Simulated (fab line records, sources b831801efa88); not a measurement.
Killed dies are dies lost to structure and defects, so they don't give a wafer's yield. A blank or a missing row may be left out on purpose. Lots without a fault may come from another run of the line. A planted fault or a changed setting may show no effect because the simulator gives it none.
fab line records | flow sky130
record lots=5 wafers=15 last_day=50
route steps=708 shown LDD_HVN@268 LDD_HVP@278 LDD_LDN@289 SPACER@304 POLY_CUT@307
lots that met no fault: from a run of the same line without faults
start_h: hours from the record's first day to the start of the lot's first wafer shown | wait_h: hours since the lot's step before | " the same as in the row above | L1.1+2: a row that stands for several wafers | - no value, or no start given | * or withheld: withheld | < > ~ a bound
route shown NAME@n: a module of which the file shows steps, and the number in the route of the first | usual: mean/standard deviation of fault-free wafers | same: alike in all rows | chamber/n: place in a boat | sites: the reading at each site | _std_site: their standard deviation | _edge_site: outer sites' mean less inner sites' | radius_mm: how far each site lies from the wafer's centre | mask NAME#n: copy n | behind: the tool/chamber that last shaped the wafer | hold: why the lot was held/for how many hours/how that ended | device: the transistor (n, p or np) that didn't switch | end of line: the same wafers' tests at the end of the route | a step without rows: its recipe alone | killed: dies lost to structure and defects at the first sort, not the wafer's yield | map: a wafer's dies, x killed, . not, _ none there
set.NAME: the setting as run; set.NAME@STEP: as run at that earlier step | model.NAME: the simulator's own value behind a step, which no gauge read
lots at some steps of the route; a table a step, a row a wafer
services: from which hour (start_h, from the record's first day; less than 0 if before it) a tool's chamber was out of use, for how many hours, and why
## steps
# step SKY_LDD_HVN_HMDS_01
# recipe prime_time_s=60 prime_temp_c=120
# columns lot.wafer tool chamber start_h wait_h
L082.3+4+6 litho_track-01 0 565.50 0.1
L080.2+3+5 litho_track-02 0 565.91 0.1
L085.1+2+4 litho_track-02 0 567.39 0.1
L097.2+5+6 litho_track-01 0 658.03 0.1
L096.2+4+6 litho_track-04 0 658.14 0.1
# step SKY_LDD_HVN_COAT_02
# recipe resist=NOVOLAK spin_rpm=3000 resist_thk_nm=300
# columns lot.wafer tool chamber start_h wait_h
L082.3+4+6 litho_track-01 0 565.65 0.1
L080.2+3+5 litho_track-02 0 566.06 0.1
L085.1+2+4 litho_track-02 0 567.54 0.1
L097.2+5+6 litho_track-01 0 658.18 0.1
L096.2+4+6 litho_track-04 0 658.29 0.1
# step SKY_LDD_HVN_SOFTBAKE_03
# recipe temp_c=90 time_s=60 resist=NOVOLAK
# same time_s=60
# columns lot.wafer tool chamber start_h wait_h
L082.3+4+6 litho_track-01 0 565.80 0.1
L080.2+3+5 litho_track-02 0 566.21 0.1
L085.1+2+4 litho_track-02 0 567.69 0.1
L097.2+5+6 litho_track-01 0 658.33 0.1
L096.2+4+6 litho_track-04 0 658.44 0.1
# step SKY_LDD_HVN_EXPOSE_04
# recipe mask_id=HVNTM na=0.6 source_shape=conventional sigma_outer=0.6 polarization=unpolarized target_cd_nm=700 dose_mj=127
# columns lot.wafer tool chamber start_h wait_h mask
L082.3+4+6 iline_stepper-02 0 - - HVNTM#0
L080.2+3+5 iline_stepper-02 0 - - HVNTM#0
L085.1+2+4 iline_stepper-02 0 - - HVNTM#0
L097.2+5+6 iline_stepper-01 0 - - HVNTM#0
L096.2+4+6 iline_stepper-02 0 - - HVNTM#0
# step SKY_LDD_HVN_PEB_05
# recipe temp_c=withheld time_s=* resist=NOVOLAK
# same time_s=*
# columns lot.wafer tool chamber start_h wait_h
L082.3+4+6 litho_track-04 0 - -
L080.2+3+5 litho_track-04 0 - -
L085.1+2+4 litho_track-01 0 - -
L097.2+5+6 litho_track-04 0 - -
L096.2+4+6 litho_track-01 0 - -
# step SKY_LDD_HVN_DEVELOP_06
# recipe resist=NOVOLAK developer=TMAH develop_time_s=60 dev_temp_c=23
# columns lot.wafer tool chamber start_h wait_h
L082.3+4+6 litho_track-04 0 581.36 0.1
L080.2+3+5 litho_track-04 0 581.64 0.1
L085.1+2+4 litho_track-01 0 583.10 0.1
L097.2+5+6 litho_track-04 0 672.79 0.1
L096.2+4+6 litho_track-01 0 673.18 0.1
# step SKY_LDD_HVN_OVL_MEAS_07
# usual LDD_HVN_OVL=0.6/1.4
# columns lot.wafer tool chamber start_h wait_h LDD_HVN_OVL[nm]
L082.3 overlay-02 - 581.47 0.1 2.7
L082.4 " - " " 1.2
L082.6 " - " " 2.2
L080.2 overlay-02 - 581.77 0.1 -1.1
L080.3 " - " " 0.6
L080.5 " - " " -1.3
L085.1 overlay-01 - 583.25 0.1 1.8
L085.2 " - " " -0.4
L085.4 " - " " 0.0
L097.2 overlay-01 - 672.92 0.1 -0.3
L097.5 " - " " 1.5
L097.6 " - " " 0.4
L096.2 overlay-02 - 673.31 0.1 1.0
L096.4 " - " " 0.6
L096.6 " - " " 1.9
# step SKY_LDD_HVN_IMPLANT_08
# recipe species=P energy_kev=60 dose_cm2=3e+13 tilt_deg=40
# columns lot.wafer tool chamber start_h wait_h
L082.3+4+6 implanter-02 0 581.55 0.1
L080.2+3+5 implanter-04 0 581.82 0.0
L085.1+2+4 implanter-04 0 583.29 0.0
L097.2+5+6 implanter-02 0 672.97 0.0
L096.2+4+6 implanter-04 0 673.36 0.0
# step SKY_LDD_HVN_STRIP_09
# recipe chemistry=O2/N2 power_w=1400 pressure_mtorr=1500 platen_temp_c=withheld o2_flow_sccm=3000 n2_flow_sccm=300 overash_fraction=0.5
# usual drypump_motor_current_A=5.7/0.42 n2_flow_sccm=300.1/0.91 oes_product_au=0.409/0.0046 strip_time_to_endpoint_s=4.136/0.015
# same overash_fraction=0.5
# columns lot.wafer tool chamber start_h wait_h drypump_motor_current_A n2_flow_sccm oes_product_au rf_hours_counter_h strip_time_to_endpoint_s
L082.3 plasma_asher-04 1 581.68 0.1 6.2 299.6 0.416 - 4.154
L082.4 " 0 " " 5.9 298.8 0.412 - 4.127
L082.6 " 1 " " 6.2 300.4 0.411 - 4.147
L080.2 plasma_asher-01 0 581.95 0.1 5.5 300.0 0.416 46 4.170
L080.3 " 0 " " 5.5 299.0 0.417 - 4.143
L080.5 " 0 " " 5.5 299.9 0.406 - 4.164
L085.1 plasma_asher-04 0 583.44 0.1 5.9 300.3 0.402 80 4.154
L085.2 " 1 " " 6.2 299.5 0.409 80 4.138
L085.4 " 0 " " 5.8 299.9 0.410 - 4.145
L097.2 plasma_asher-04 0 673.10 0.1 5.8 299.6 0.409 89 4.123
L097.5 " 1 " " 6.2 299.7 0.411 - 4.161
L097.6 " 0 " " 5.8 301.8 0.408 - 4.134
L096.2 plasma_asher-03 0 673.49 0.1 5.5 300.1 0.408 89 4.120
L096.4 " 0 " " 5.5 300.8 0.413 - 4.118
L096.6 " 1 " " 5.3 301.2 0.409 - 4.125
# step SKY_LDD_HVN_TW_MEAS_10
# usual LDD_HVN_TW=1433/9.4
# columns lot.wafer tool chamber start_h wait_h LDD_HVN_TW
L082.3 film_metro-04 - 581.77 0.1 1425
L082.4 " - " " 1429
L082.6 " - " " 1432
L080.2 film_metro-01 - 582.06 0.1 1435
L080.3 " - " " 1431
L080.5 " - " " 1432
L085.1 film_metro-04 - 583.54 0.1 1426
L085.2 " - " " 1419
L085.4 " - " " 1433
L097.2 film_metro-01 - 673.21 0.1 1418
L097.5 " - " " 1421
L097.6 " - " " 1429
L096.2 film_metro-01 - 673.60 0.1 1422
L096.4 " - " " 1424
L096.6 " - " " 1426
# step SKY_LDD_HVP_DEHYDRATE_00
# recipe temp_c=200 time_s=60
# same time_s=60
# columns lot.wafer tool chamber start_h wait_h
L082.3+4+6 litho_track-01 0 595.40 13.6
L080.2+3+5 litho_track-03 0 595.79 13.7
L085.1+2+4 litho_track-03 0 597.27 13.7
L097.2+5+6 litho_track-01 0 686.58 13.4
L096.2+4+6 litho_track-03 0 686.59 13.0
# step SKY_LDD_HVP_HMDS_01
# recipe prime_time_s=60 prime_temp_c=120
# columns lot.wafer tool chamber start_h wait_h
L082.3+4+6 litho_track-01 0 595.55 0.1
L080.2+3+5 litho_track-03 0 595.94 0.1
L085.1+2+4 litho_track-03 0 597.42 0.1
L097.2+5+6 litho_track-01 0 686.73 0.1
L096.2+4+6 litho_track-03 0 686.74 0.1
# step SKY_LDD_HVP_COAT_02
# recipe resist=NOVOLAK spin_rpm=3000 resist_thk_nm=300
# columns lot.wafer tool chamber start_h wait_h
L082.3+4+6 litho_track-01 0 595.70 0.1
L080.2+3+5 litho_track-03 0 596.09 0.1
L085.1+2+4 litho_track-03 0 597.57 0.1
L097.2+5+6 litho_track-01 0 686.88 0.1
L096.2+4+6 litho_track-03 0 686.89 0.1
# step SKY_LDD_HVP_SOFTBAKE_03
# recipe temp_c=90 time_s=60 resist=NOVOLAK
# same time_s=60
# columns lot.wafer tool chamber start_h wait_h
L082.3+4+6 litho_track-01 0 595.85 0.1
L080.2+3+5 litho_track-03 0 596.24 0.1
L085.1+2+4 litho_track-03 0 597.72 0.1
L097.2+5+6 litho_track-01 0 687.03 0.1
L096.2+4+6 litho_track-03 0 687.04 0.1
# step SKY_LDD_HVP_EXPOSE_04
# recipe mask_id=HVPTM na=0.6 source_shape=conventional sigma_outer=0.6 polarization=unpolarized target_cd_nm=700 dose_mj=86
# columns lot.wafer tool chamber start_h wait_h mask
L082.3+4+6 iline_stepper-02 0 - - HVPTM#0
L080.2+3+5 iline_stepper-02 0 - - HVPTM#0
L085.1+2+4 iline_stepper-02 0 - - HVPTM#0
L097.2+5+6 iline_stepper-01 0 - - HVPTM#0
L096.2+4+6 iline_stepper-02 0 - - HVPTM#0
# step SKY_LDD_HVP_PEB_05
# recipe temp_c=withheld time_s=* resist=NOVOLAK
# same time_s=*
# columns lot.wafer tool chamber start_h wait_h
L082.3+4+6 litho_track-03 0 - -
L080.2+3+5 litho_track-01 0 - -
L085.1+2+4 litho_track-01 0 - -
L097.2+5+6 litho_track-01 0 - -
L096.2+4+6 litho_track-03 0 - -
# step SKY_LDD_HVP_DEVELOP_06
# recipe resist=NOVOLAK developer=TMAH develop_time_s=61.2 dev_temp_c=23
# columns lot.wafer tool chamber start_h wait_h
L082.3+4+6 litho_track-03 0 610.72 0.1
L080.2+3+5 litho_track-01 0 610.88 0.1
L085.1+2+4 litho_track-01 0 613.05 0.1
L097.2+5+6 litho_track-01 0 701.53 0.1
L096.2+4+6 litho_track-03 0 701.64 0.1
# step SKY_LDD_HVP_OVL_MEAS_07
# usual LDD_HVP_OVL=-1.4/1.4
# columns lot.wafer tool chamber start_h wait_h LDD_HVP_OVL[nm]
L082.3 overlay-02 - 610.83 0.1 1.4
L082.4 " - " " 0.9
L082.6 " - " " -0.3
L080.2 overlay-01 - 611.01 0.1 -3.2
L080.3 " - " " -2.7
L080.5 " - " " -1.9
L085.1 overlay-01 - 613.20 0.1 -3.1
L085.2 " - " " -2.4
L085.4 " - " " -1.5
L097.2 overlay-01 - 701.66 0.1 -0.9
L097.5 " - " " -1.1
L097.6 " - " " -0.7
L096.2 overlay-02 - 701.77 0.1 -1.7
L096.4 " - " " 0.6
L096.6 " - " " 0.2
# step SKY_LDD_HVP_IMPLANT_08
# recipe species=B energy_kev=20 dose_cm2=1.7e+13 tilt_deg=17.9
# columns lot.wafer tool chamber start_h wait_h
L082.3+4+6 implanter-01 0 610.90 0.1
L080.2+3+5 implanter-04 0 611.06 0.0
L085.1+2+4 implanter-04 0 613.24 0.0
L097.2+5+6 implanter-02 0 701.71 0.0
L096.2+4+6 implanter-04 0 701.83 0.0
# step SKY_LDD_HVP_STRIP_09
# recipe chemistry=O2/N2 power_w=1400 pressure_mtorr=1500 platen_temp_c=withheld o2_flow_sccm=3000 n2_flow_sccm=300 overash_fraction=0.5
# usual drypump_motor_current_A=5.5/0.41 n2_flow_sccm=300.2/0.93 oes_product_au=0.409/0.0048 strip_time_to_endpoint_s=4.135/0.014
# same overash_fraction=0.5
# columns lot.wafer tool chamber start_h wait_h drypump_motor_current_A n2_flow_sccm oes_product_au rf_hours_counter_h strip_time_to_endpoint_s
L082.3 plasma_asher-02 0 611.03 0.1 5.5 298.9 0.408 - 4.128
L082.4 " 1 " " 4.9 299.5 0.410 - 4.132
L082.6 " 0 " " 5.5 300.8 0.411 - 4.125
L080.2 plasma_asher-04 0 611.19 0.1 5.9 301.3 0.413 83 4.142
L080.3 " 0 " " 5.9 298.7 0.403 - 4.134
L080.5 " 1 " " 6.2 299.5 0.400 - 4.115
L085.1 plasma_asher-04 1 613.39 0.1 6.2 298.9 0.406 83 4.144
L085.2 " 0 " " 5.9 300.5 0.412 83 4.168
L085.4 " 1 " " 6.2 298.4 0.411 - 4.135
L097.2 plasma_asher-03 0 701.84 0.1 5.6 301.3 0.405 91 4.116
L097.5 " 1 " " 5.3 300.3 0.406 - 4.128
L097.6 " 0 " " 5.5 300.0 0.412 - 4.151
L096.2 plasma_asher-04 0 701.95 0.1 5.9 299.4 0.408 92 4.124
L096.4 " 1 " " 6.2 300.3 0.408 - 4.124
L096.6 " 1 " " 6.2 300.4 0.412 - 4.134
# step SKY_LDD_HVP_TW_MEAS_10
# usual LDD_HVP_TW=456/3.4
# columns lot.wafer tool chamber start_h wait_h LDD_HVP_TW
L082.3 film_metro-02 - 611.12 0.1 459
L082.4 " - " " 459
L082.6 " - " " 457
L080.2 film_metro-02 - 611.30 0.1 459
L080.3 " - " " 456
L080.5 " - " " 457
L085.1 film_metro-03 - 613.49 0.1 454
L085.2 " - " " 451
L085.4 " - " " 451
L097.2 film_metro-04 - 701.95 0.1 458
L097.5 " - " " 457
L097.6 " - " " 457
L096.2 film_metro-02 - 702.06 0.1 461
L096.4 " - " " 462
L096.6 " - " " 462
# step SKY_LDD_LDN_DEHYDRATE_00
# recipe temp_c=200 time_s=60
# same time_s=60
# columns lot.wafer tool chamber start_h wait_h
L082.3+4+6 litho_track-03 0 624.17 13.0
L080.2+3+5 litho_track-04 0 624.19 12.9
L085.1+2+4 litho_track-02 0 626.99 13.5
L097.2+5+6 litho_track-02 0 714.76 12.8
L096.2+4+6 litho_track-04 0 714.84 12.8
# step SKY_LDD_LDN_HMDS_01
# recipe prime_time_s=60 prime_temp_c=120
# columns lot.wafer tool chamber start_h wait_h
L082.3+4+6 litho_track-03 0 624.32 0.1
L080.2+3+5 litho_track-04 0 624.34 0.1
L085.1+2+4 litho_track-02 0 627.14 0.1
L097.2+5+6 litho_track-02 0 714.91 0.1
L096.2+4+6 litho_track-04 0 714.99 0.1
# step SKY_LDD_LDN_COAT_02
# recipe resist=NOVOLAK spin_rpm=3000 resist_thk_nm=1140
# columns lot.wafer tool chamber start_h wait_h
L082.3+4+6 litho_track-03 0 624.47 0.1
L080.2+3+5 litho_track-04 0 624.49 0.1
L085.1+2+4 litho_track-02 0 627.29 0.1
L097.2+5+6 litho_track-02 0 715.06 0.1
L096.2+4+6 litho_track-04 0 715.14 0.1
# step SKY_LDD_LDN_SOFTBAKE_03
# recipe temp_c=90 time_s=60 resist=NOVOLAK
# same time_s=60
# columns lot.wafer tool chamber start_h wait_h
L082.3+4+6 litho_track-03 0 624.62 0.1
L080.2+3+5 litho_track-04 0 624.64 0.1
L085.1+2+4 litho_track-02 0 627.44 0.1
L097.2+5+6 litho_track-02 0 715.21 0.1
L096.2+4+6 litho_track-04 0 715.29 0.1
# step SKY_LDD_LDN_EXPOSE_04
# recipe mask_id=LDNTM na=0.6 source_shape=conventional sigma_outer=0.6 polarization=unpolarized target_cd_nm=700 dose_mj=140
# columns lot.wafer tool chamber start_h wait_h mask
L082.3+4+6 iline_stepper-01 0 - - LDNTM#0
L080.2+3+5 iline_stepper-02 0 - - LDNTM#0
L085.1+2+4 iline_stepper-01 0 - - LDNTM#0
L097.2+5+6 iline_stepper-02 0 - - LDNTM#0
L096.2+4+6 iline_stepper-01 0 - - LDNTM#0
# step SKY_LDD_LDN_PEB_05
# recipe temp_c=withheld time_s=* resist=NOVOLAK
# same time_s=*
# columns lot.wafer tool chamber start_h wait_h
L082.3+4+6 litho_track-03 0 - -
L080.2+3+5 litho_track-02 0 - -
L085.1+2+4 litho_track-03 0 - -
L097.2+5+6 litho_track-02 0 - -
L096.2+4+6 litho_track-03 0 - -
# step SKY_LDD_LDN_DEVELOP_06
# recipe resist=NOVOLAK developer=TMAH develop_time_s=60 dev_temp_c=23
# columns lot.wafer tool chamber start_h wait_h
L082.3+4+6 litho_track-03 0 639.97 0.1
L080.2+3+5 litho_track-02 0 640.16 0.1
L085.1+2+4 litho_track-03 0 642.37 0.1
L097.2+5+6 litho_track-02 0 728.76 0.1
L096.2+4+6 litho_track-03 0 728.99 0.1
# step SKY_LDD_LDN_OVL_MEAS_07
# usual LDD_LDN_OVL=0.2/1.5
# columns lot.wafer tool chamber start_h wait_h LDD_LDN_OVL[nm]
L082.3 overlay-01 - 640.08 0.1 -0.6
L082.4 " - " " -1.2
L082.6 " - " " 1.3
L080.2 overlay-02 - 640.29 0.1 -2.8
L080.3 " - " " -3.0
L080.5 " - " " -1.3
L085.1 overlay-01 - 642.52 0.1 -0.8
L085.2 " - " " 0.1
L085.4 " - " " -1.7
L097.2 overlay-02 - 728.89 0.1 1.1
L097.5 " - " " 1.3
L097.6 " - " " -0.5
L096.2 overlay-02 - 729.12 0.1 2.3
L096.4 " - " " -0.3
L096.6 " - " " 0.5
# step SKY_LDD_LDN_IMPLANT_08
# recipe species=As energy_kev=15 dose_cm2=1.25e+13 tilt_deg=withheld rotation_deg=23
# columns lot.wafer tool chamber start_h wait_h
L082.3+4+6 implanter-03 0 640.15 0.1
L080.2+3+5 implanter-04 0 640.35 0.0
L085.1+2+4 implanter-04 0 642.55 0.0
L097.2+5+6 implanter-01 0 728.95 0.0
L096.2+4+6 implanter-04 0 729.18 0.0
# step SKY_LDD_LDN_IMPLANT_09
# recipe species=As energy_kev=15 dose_cm2=1.25e+13 tilt_deg=withheld rotation_deg=113
# columns lot.wafer tool chamber start_h wait_h
L082.3+4+6 implanter-03 0 640.30 0.1
L080.2+3+5 implanter-04 0 640.50 0.1
L085.1+2+4 implanter-04 0 642.70 0.1
L097.2+5+6 implanter-01 0 729.10 0.1
L096.2+4+6 implanter-04 0 729.33 0.1
# step SKY_LDD_LDN_IMPLANT_10
# recipe species=As energy_kev=15 dose_cm2=1.237e+13 tilt_deg=withheld rotation_deg=203
# columns lot.wafer tool chamber start_h wait_h
L082.3+4+6 implanter-03 0 640.45 0.1
L080.2+3+5 implanter-04 0 640.65 0.1
L085.1+2+4 implanter-04 0 642.85 0.1
L097.2+5+6 implanter-01 0 729.25 0.1
L096.2+4+6 implanter-04 0 729.48 0.1
# step SKY_LDD_LDN_IMPLANT_11
# recipe species=As energy_kev=15 dose_cm2=1.25e+13 tilt_deg=withheld rotation_deg=293
# columns lot.wafer tool chamber start_h wait_h
L082.3+4+6 implanter-03 0 640.60 0.1
L080.2+3+5 implanter-04 0 640.80 0.1
L085.1+2+4 implanter-04 0 643.00 0.1
L097.2+5+6 implanter-01 0 729.40 0.1
L096.2+4+6 implanter-04 0 729.63 0.1
# step SKY_LDD_LDN_STRIP_12
# recipe chemistry=O2/N2 power_w=1400 pressure_mtorr=1500 platen_temp_c=withheld o2_flow_sccm=3000 n2_flow_sccm=300 overash_fraction=0.5
# usual drypump_motor_current_A=5.27/0.26 n2_flow_sccm=300.1/0.85 oes_product_au=0.716/0.0039 strip_time_to_endpoint_s=14.18/0.038
# same overash_fraction=0.5
# columns lot.wafer tool chamber start_h wait_h drypump_motor_current_A n2_flow_sccm oes_product_au rf_hours_counter_h strip_time_to_endpoint_s
L082.3 plasma_asher-01 0 640.73 0.1 5.51 300.4 0.714 - 14.21
L082.4 " 1 " " 4.98 300.0 0.716 - 14.24
L082.6 " 1 " " 5.01 300.2 0.719 - 14.25
L080.2 plasma_asher-02 0 640.92 0.1 5.50 300.2 0.715 23 14.15
L080.3 " 0 " " 5.50 300.7 0.712 - 14.16
L080.5 " 0 " " 5.49 300.5 0.715 - 14.13
L085.1 plasma_asher-02 0 643.15 0.1 5.51 299.6 0.718 23 14.17
L085.2 " 1 " " 4.97 300.1 0.717 23 14.18
L085.4 " 0 " " 5.50 299.8 0.722 - 14.19
L097.2 plasma_asher-03 0 729.52 0.1 5.54 299.5 0.712 94 14.18
L097.5 " 1 " " 5.26 298.9 0.719 - 14.18
L097.6 " 0 " " 5.54 300.7 0.720 - 14.15
L096.2 plasma_asher-02 1 729.75 0.1 4.95 300.1 0.715 32 14.23
L096.4 " 1 " " 4.94 300.9 0.710 - 14.22
L096.6 " 1 " " 4.94 301.3 0.715 - 14.26
# step SKY_LDD_LDN_TW_MEAS_13
# usual LDD_LDN_TW=1479/9.2
# columns lot.wafer tool chamber start_h wait_h LDD_LDN_TW
L082.3 film_metro-03 - 640.82 0.1 1474
L082.4 " - " " 1477
L082.6 " - " " 1478
L080.2 film_metro-01 - 641.03 0.1 1473
L080.3 " - " " 1480
L080.5 " - " " 1478
L085.1 film_metro-02 - 643.25 0.1 1483
L085.2 " - " " 1495
L085.4 " - " " 1480
L097.2 film_metro-02 - 729.63 0.1 1484
L097.5 " - " " 1497
L097.6 " - " " 1498
L096.2 film_metro-01 - 729.86 0.1 1482
L096.4 " - " " 1481
L096.6 " - " " 1474
# step SKY_LDD_LDN_CLEAN_14
# recipe chemistry=SC1/SC2 mix=1:4:20 temp_c=70 time_s=150 dry=n2_spin
# usual temp_c=70.00/0.13
# same time_s=150
# columns lot.wafer tool chamber start_h wait_h temp_c
L082.3 wet_bench-03 2 640.86 0.0 69.90
L082.4 " 2 " " 70.02
L082.6 " 2 " " 69.98
L080.2 wet_bench-02 2 641.08 0.0 69.94
L080.3 " 2 " " 70.15
L080.5 " 2 " " 70.09
L085.1 wet_bench-03 0 643.31 0.1 69.98
L085.2 " 0 " " 69.82
L085.4 " 0 " " 70.03
L097.2 wet_bench-04 0 729.68 0.0 69.89
L097.5 " 0 " " 69.97
L097.6 " 0 " " 69.93
L096.2 wet_bench-03 2 729.91 0.0 69.86
L096.4 " 2 " " 70.02
L096.6 " 2 " " 69.86
# step SKY_SPACER_CVD_00
# recipe material=Si3N4 precursor=DCS/NH3 target_thk_nm=43.1 temp_c=770 time_s=740 pressure_mtorr=250
# usual spike_tc_centre_C=768.9/1.6 spike_tc_lower_C=770.1/1.5
# same time_s=740
# columns lot.wafer tool chamber start_h wait_h spike_tc_centre_C spike_tc_lower_C
L080.2 lpcvd-02 0 641.66 0.5 770.6 769.0
L080.3 " 0 " " 771.0 769.7
L080.5 " 0 " " 768.0 767.6
L082.3 lpcvd-02 1 641.66 0.8 769.4 770.2
L082.4 " 1 " " 770.0 772.9
L082.6 " 1 " " 767.9 772.3
L085.1 lpcvd-02 0 644.23 0.9 770.5 768.7
L085.2 " 0 " " 769.1 769.3
L085.4 " 0 " " 771.1 768.2
L096.2 lpcvd-02 0 730.22 0.3 770.2 768.3
L096.4 " 0 " " 770.6 770.3
L096.6 " 0 " " 770.0 767.4
L097.2 lpcvd-02 1 730.22 0.5 768.1 770.2
L097.5 " 1 " " 770.1 768.9
L097.6 " 1 " " 769.2 769.8
# step SKY_SPACER_THK_MEAS_01
# recipe reads=Si3N4_of_SPACER_CVD_00
# usual SPACER_CVD_00_THK=43.1/0.41
# columns lot.wafer tool chamber start_h wait_h SPACER_CVD_00_THK[nm]
L080.2 film_metro-04 - 642.88 0.0 43.5
L080.3 " - " " 43.0
L080.5 " - " " 43.5
L082.3 film_metro-01 - 642.89 0.0 43.8
L082.4 " - " " 43.8
L082.6 " - " " 44.1
L085.1 film_metro-02 - 645.43 0.0 42.2
L085.2 " - " " 42.6
L085.4 " - " " 42.4
L096.2 film_metro-04 - 731.44 0.0 43.4
L096.4 " - " " 43.4
L096.6 " - " " 43.0
L097.2 film_metro-02 - 731.44 0.0 43.2
L097.5 " - " " 43.3
L097.6 " - " " 43.2
# step SKY_SPACER_ETCHBACK_02
# recipe chemistry=CH3F/O2 target=Si3N4 stop_on=SiO2 source_w=400 bias_w=80 pressure_mtorr=25 ch3f_flow_sccm=40 O2_flow_sccm=30 time_s=46.7 target_depth_a=450
# usual ch3f_flow_sccm=40.01/0.12 drypump_motor_current_A=5.6/0.53 oes_product_au=0.855/0.0064 throttle_valve_pct=10.562/0.0093
# same time_s=46.7
# columns lot.wafer tool chamber start_h wait_h ch3f_flow_sccm drypump_motor_current_A oes_product_au rf_hours_counter_h throttle_valve_pct
L080.2 rie_diel-01 2 642.93 0.0 40.11 5.8 0.860 5 10.566
L080.3 " 3 " " 39.90 5.3 0.853 6 10.562
L080.5 " 1 " " 40.05 5.7 0.858 - 10.569
L082.3 rie_diel-02 3 642.93 0.0 40.12 5.8 0.867 10 10.572
L082.4 " 0 " " 40.03 6.6 0.858 5 10.556
L082.6 " 2 " " 39.93 4.8 0.872 - 10.561
L085.1 rie_diel-04 0 645.49 0.1 39.88 4.9 0.855 13 10.553
L085.2 " 1 " " 40.19 5.6 0.846 4 10.557
L085.4 " 3 " " 39.90 5.3 0.854 11 10.561
L096.2 rie_diel-04 3 731.49 0.0 40.09 5.2 0.851 13 10.548
L096.4 " 0 " " 40.20 4.8 0.866 15 10.567
L096.6 " 1 " " 40.03 5.6 0.861 - 10.552
L097.2 rie_diel-02 1 731.49 0.0 39.86 5.5 0.856 9 10.572
L097.5 " 2 " " 39.93 4.8 0.855 - 10.556
L097.6 " 3 " " 39.97 5.8 0.856 - 10.559
# step SKY_POLY_CUT_DEHYDRATE_00
# recipe temp_c=200 time_s=60
# same time_s=60
# columns lot.wafer tool chamber start_h wait_h
L080.2+3+5 litho_track-03 0 655.64 12.7
L082.3+4+6 litho_track-01 0 655.65 12.7
L085.1+2+4 litho_track-03 0 658.32 12.8
L096.2+4+6 litho_track-02 0 744.56 13.1
L097.2+5+6 litho_track-01 0 744.63 13.1
# step SKY_POLY_CUT_HMDS_01
# recipe prime_time_s=60 prime_temp_c=120
# columns lot.wafer tool chamber start_h wait_h
L080.2+3+5 litho_track-03 0 655.79 0.1
L082.3+4+6 litho_track-01 0 655.80 0.1
L085.1+2+4 litho_track-03 0 658.47 0.1
L096.2+4+6 litho_track-02 0 744.71 0.1
L097.2+5+6 litho_track-01 0 744.78 0.1
# step SKY_POLY_CUT_COAT_02
# recipe resist=BARC temp_c=withheld time_s=withheld spin_rpm=3000 resist_thk_nm=60
# columns lot.wafer tool chamber start_h wait_h
L080.2+3+5 litho_track-03 0 655.94 0.1
L082.3+4+6 litho_track-01 0 655.95 0.1
L085.1+2+4 litho_track-03 0 658.62 0.1
L096.2+4+6 litho_track-02 0 744.86 0.1
L097.2+5+6 litho_track-01 0 744.93 0.1
# step SKY_POLY_CUT_COAT_03
# recipe resist=KrF-thick spin_rpm=3000 resist_thk_nm=450
# columns lot.wafer tool chamber start_h wait_h
L080.2+3+5 litho_track-03 0 - -
L082.3+4+6 litho_track-01 0 - -
L085.1+2+4 litho_track-03 0 - -
L096.2+4+6 litho_track-02 0 - -
L097.2+5+6 litho_track-01 0 - -
# step SKY_POLY_CUT_SOFTBAKE_04
# recipe temp_c=100 time_s=90 resist=KrF-thick
# same time_s=90
# columns lot.wafer tool chamber start_h wait_h
L080.2+3+5 litho_track-03 0 - -
L082.3+4+6 litho_track-01 0 - -
L085.1+2+4 litho_track-03 0 - -
L096.2+4+6 litho_track-02 0 - -
L097.2+5+6 litho_track-01 0 - -
# step SKY_POLY_CUT_EXPOSE_05
# recipe mask_id=NPCM na=0.8 source_shape=annular sigma_inner=0.55 sigma_outer=0.85 target_cd_nm=270 dose_mj=32
# columns lot.wafer tool chamber start_h wait_h mask
L082.3+4+6 krf_scanner-02 0 - - NPCM#0
L080.2+3+5 krf_scanner-01 0 - - NPCM#0
L085.1+2+4 krf_scanner-02 0 - - NPCM#0
L096.2+4+6 krf_scanner-02 0 - - NPCM#0
L097.2+5+6 krf_scanner-01 0 - - NPCM#0
# step SKY_POLY_CUT_PEB_06
# recipe peb_temp_c=withheld peb_time_s=withheld resist=KrF-thick
# columns lot.wafer tool chamber start_h wait_h
L082.3+4+6 litho_track-01 0 - -
L080.2+3+5 litho_track-01 0 - -
L085.1+2+4 litho_track-01 0 - -
L096.2+4+6 litho_track-03 0 - -
L097.2+5+6 litho_track-02 0 - -
# step SKY_POLY_CUT_DEVELOP_07
# recipe develop_time_s=60 resist=KrF-thick dev_temp_c=21
# columns lot.wafer tool chamber start_h wait_h
L082.3+4+6 litho_track-01 0 - -
L080.2+3+5 litho_track-01 0 - -
L085.1+2+4 litho_track-01 0 - -
L096.2+4+6 litho_track-03 0 - -
L097.2+5+6 litho_track-02 0 - -
# step SKY_POLY_CUT_CD_MEAS_08
# recipe target_cd_nm=270
# usual cd_nm=270.1/1.5
# columns lot.wafer tool chamber start_h wait_h cd_nm
L082.3 cd_sem-01 - 671.39 - 267.7
L082.4 " - " " 268.7
L082.6 " - " " 268.4
L080.2 cd_sem-02 - 671.72 - 272.1
L080.3 " - " " 272.4
L080.5 " - " " 272.2
L085.1 cd_sem-02 - 673.65 - 268.6
L085.2 " - " " 268.2
L085.4 " - " " 268.6
L096.2 cd_sem-01 - 758.59 - 270.7
L096.4 " - " " 271.3
L096.6 " - " " 270.1
L097.2 cd_sem-02 - 758.76 - 268.8
L097.5 " - " " 269.6
L097.6 " - " " 269.7
## services
# columns tool chamber start_h hours kind
plasma_asher-03 - 549.62 2.8 pm
lpcvd-02 - 549.84 0.3 repair
implanter-03 - 553.57 3.6 pm
implanter-04 - 577.77 3.9 repair
krf_scanner-02 - 584.15 0.8 pm
iline_stepper-01 - 587.43 8.9 pm
implanter-04 - 624.51 1.7 repair
iline_stepper-02 - 645.17 1.7 pm
implanter-03 - 645.67 0.8 repair
krf_scanner-02 - 653.44 1.3 pm
plasma_asher-04 - 686.57 4.2 repair
implanter-01 - 692.82 1.7 repair
wet_bench-03 - 694.88 1.8 repair
krf_scanner-02 - 695.12 1.0 pm
iline_stepper-01 - 704.73 4.3 pm
krf_scanner-02 - 709.69 7.2 pm
iline_stepper-02 - 710.03 4.4 pm
implanter-03 - 714.94 1.5 repair
iline_stepper-01 - 716.19 1.7 pm
krf_scanner-02 - 721.39 2.2 repair
implanter-04 - 721.71 2.1 pm
plasma_asher-03 - 733.80 9.0 pm
iline_stepper-02 - 735.34 15.6 repair
krf_scanner-02 - 752.95 0.8 pm
## key
fault none
